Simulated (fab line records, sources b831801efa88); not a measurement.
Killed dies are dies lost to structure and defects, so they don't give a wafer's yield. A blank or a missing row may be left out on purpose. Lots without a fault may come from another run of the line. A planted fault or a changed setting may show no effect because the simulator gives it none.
Which tool did it? | flow gf180mcu | 15 lots, 43 wafers sampled, at 4 steps of a route of 602

WHAT THE GAUGES READ, wafer by wafer
GF_STI_THK_MEAS_04. Usual: STI_CVD_03_THK 207.6 nm, standard deviation 1.8.
lot  | measured    | on            | STI_CVD_03_THK (nm) | flag
L369 | day 1 14:34 | film_metro-01 | 205.9 207.5 207.1   |
L370 | day 1 21:08 | film_metro-03 | 208.3 209.7 207.8   |
L371 | day 2 00:33 | film_metro-04 | 207.0 206.7 208.9   |
L372 | day 2 05:08 | film_metro-01 | 206.3 208.1 207.7   |
L373 | day 2 11:11 | film_metro-01 | 206.1 207.3 207.1   |
L375 | day 2 21:29 | film_metro-04 | 208.0 207.9 208.2   |
L379 | day 3 20:03 | film_metro-04 | 205.1 204.4         |
L383 | day 4 11:36 | film_metro-04 | 209.2 211.8         |
L385 | day 4 21:56 | film_metro-03 | 204.6 205.4 206.3   |
L386 | day 5 02:34 | film_metro-03 | 210.2 211.1 212.6   |
L387 | day 5 08:35 | film_metro-01 | 208.4 208.1 207.6   |
L388 | day 5 12:35 | film_metro-04 | 206.1 206.7 205.2   |
L389 | day 5 18:55 | film_metro-01 | 206.8 205.1 206.4   |
L391 | day 6 03:34 | film_metro-04 | 205.9 205.1 205.5   |
L392 | day 6 08:35 | film_metro-01 | 205.7 207.0 207.1   |

GF_HV_LDD_OVL_MEAS_47. Usual: HV_LDD_03_OVL 0.3 nm, standard deviation 1.5.
lot  | measured     | on         | HV_LDD_03_OVL (nm) | flag
L369 | day 12 04:10 | overlay-02 | 0.3 0.0 2.6        |
L370 | day 12 15:50 | overlay-02 | 0.9 1.2 0.0        |
L371 | day 13 07:16 | overlay-02 | 0.6 -2.1 -1.5      |
L372 | day 13 01:49 | overlay-01 | -0.1 1.9 3.7       |
L373 | day 13 08:38 | overlay-02 | -0.7 -0.6 -0.6     |
L375 | day 14 16:13 | overlay-01 | -0.4 -0.1 1.2      |
L379 | day 15 23:04 | overlay-01 | -0.6 -1.8          |
L383 | day 16 22:20 | overlay-01 | 2.1 0.5            |
L385 | day 17 16:16 | overlay-01 | 0.4 2.8 1.2        |
L386 | day 18 01:49 | overlay-02 | 0.4 2.1 0.9        |
L387 | day 18 08:22 | overlay-02 | -0.4 -0.3 0.0      |
L388 | day 18 12:44 | overlay-01 | 3.1 -0.2 0.3       |
L389 | day 19 06:53 | overlay-01 | 3.9 2.0 1.9        |
L391 | day 19 22:34 | overlay-02 | -1.5 -2.2 0.2      |
L392 | day 20 03:07 | overlay-01 | -3.3 -1.5 -0.3     |

GF_CONTACT_THK_MEAS_26: measures by xrf. Usual: CONTACT_W_THK 301 nm, standard deviation 6.3.
lot  | measured     | on            | CONTACT_W_THK (nm) | flag
L369 | day 15 20:02 | film_metro-03 | 296 299 294        |
L370 | day 16 10:14 | film_metro-03 | 306 308 299        |
L371 | day 17 03:23 | film_metro-02 | 299 297 298        |
L372 | day 16 20:20 | film_metro-02 | 310 307 313        |
L373 | day 17 06:36 | film_metro-02 | 300 299 297        |
L375 | day 18 17:33 | film_metro-03 | 301 299 301        |
L379 | day 20 03:38 | film_metro-03 | 294 294            |
L383 | day 21 05:02 | film_metro-01 | 304 301            |
L385 | day 21 22:56 | film_metro-01 | 300 300 302        |
L386 | day 22 08:43 | film_metro-03 | 304 298 300        |
L387 | day 22 14:20 | film_metro-03 | 295 304 300        |
L388 | day 22 19:45 | film_metro-01 | 307 308 304        |
L389 | day 23 11:54 | film_metro-03 | 299 292 297        |
L391 | day 24 03:21 | film_metro-03 | 295 296 294        |
L392 | day 24 06:37 | film_metro-01 | 314 313 315        |

WHICH TOOL RAN EACH LOT (tool, then ch and the chambers of the sampled wafers, then the start)
lot  | GF_VT_IMPLANT_RTA_45
L369 | rtp_anneal-02 ch 0, day 7 10:31
L370 | rtp_anneal-01 ch 0, day 7 20:20
L371 | rtp_anneal-01 ch 0, day 8 08:41
L372 | rtp_anneal-02 ch 0, day 8 06:52
L373 | rtp_anneal-02 ch 0, day 8 10:27
L375 | rtp_anneal-02 ch 0, day 9 14:32
L379 | rtp_anneal-02 ch 0, day 10 14:10
L383 | rtp_anneal-02 ch 0, day 11 09:37
L385 | rtp_anneal-02 ch 0, day 12 00:26
L386 | rtp_anneal-01 ch 0, day 12 06:38
L387 | rtp_anneal-01 ch 0, day 12 12:38
L388 | rtp_anneal-01 ch 0, day 12 16:03
L389 | rtp_anneal-01 ch 0, day 13 04:51
L391 | rtp_anneal-01 ch 0, day 13 14:16
L392 | rtp_anneal-01 ch 0, day 14 03:37
- GF_VT_IMPLANT_RTA_45: time 30 s.

WHAT THE TOOLS THEMSELVES READ (means of the sampled wafers that have a number; where no wafer has one, the mark that the record gives instead)
GF_VT_IMPLANT_RTA_45. Usual: chamber_o2_ppm 2.001, standard deviation 0.02; lamp_power_pct 38 %, standard deviation 5.1; run_length_s 58.91 s, standard deviation 0.25; wafer_temp_C_max 1054.4, standard deviation 1.
lot  | tool          | chamber_o2_ppm | lamp_power_pct (%) | run_length_s (s) | wafer_temp_C_max | flag
L369 | rtp_anneal-02 | 2.018          | 45                 | 59.26            | 1055.9           |
L370 | rtp_anneal-01 | 1.988          | 34                 | 58.81            | 1054.1           |
L371 | rtp_anneal-01 | 2.003          | 34                 | 58.62            | 1054.2           |
L372 | rtp_anneal-02 | 1.990          | 45                 | 59.07            | 1056.4           |
L373 | rtp_anneal-02 | 2.010          | 45                 | 59.17            | 1054.8           |
L375 | rtp_anneal-02 | 2.002          | 45                 | 59.08            | 1055.0           |
L379 | rtp_anneal-02 | 1.982          | 44                 | 45.17            | 1055.2           | OFF
L383 | rtp_anneal-02 | 2.020          | 44                 | 52.22            | 1054.7           | OFF
L385 | rtp_anneal-02 | 2.006          | 45                 | 54.69            | 1055.3           | OFF
L386 | rtp_anneal-01 | 1.983          | 34                 | 58.72            | 1053.7           |
L387 | rtp_anneal-01 | 2.010          | 34                 | 58.67            | 1054.4           |
L388 | rtp_anneal-01 | 2.002          | 34                 | 58.77            | 1053.4           |
L389 | rtp_anneal-01 | 2.021          | 34                 | 58.79            | 1054.3           |
L391 | rtp_anneal-01 | 1.993          | 34                 | 58.93            | 1053.9           |
L392 | rtp_anneal-01 | 1.993          | 34                 | 58.66            | 1054.3           |

THE ANSWER, worked out from the rows above alone
Rule: a lot is off if the mean of its wafers that have a number lies more than 3 standard deviations from the usual mean. A lot without any number at a reading at which 4 lots or more have one is off too. The other lots that the step has rows for count as sound. The gauges are gone through in route order, then the tools' own readings, and for those a lot's mean is taken as printed above. The first step at which some lot is off is used, and at that step the reading that is off furthest; a lot without a number counts as furthest.
Off: L379, L383, L385, at GF_VT_IMPLANT_RTA_45 (run_length_s).
A tool fits if, at that step or a process step before it, it ran every lot that is off, and no sound lot after the first of them. One fits: rtp_anneal-02 at GF_VT_IMPLANT_RTA_45. Its last sound lot is L375 (day 9 14:32), its first lot that is off L379 (day 10 14:10): a fault that began between those two fits.
The tool's own readings at GF_VT_IMPLANT_RTA_45 bear it out: on the lots that are off they differ by more than 5 times the standard deviation of the sound lots' means. run_length_s reads 50.69 s there against 58.88 s on the sound lots.

WHAT THE SIMULATOR HAD PUT IN
Process parameter drift: rtp_anneal-02, from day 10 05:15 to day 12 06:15, at GF_VT_IMPLANT_RTA_45. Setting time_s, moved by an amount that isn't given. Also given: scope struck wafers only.
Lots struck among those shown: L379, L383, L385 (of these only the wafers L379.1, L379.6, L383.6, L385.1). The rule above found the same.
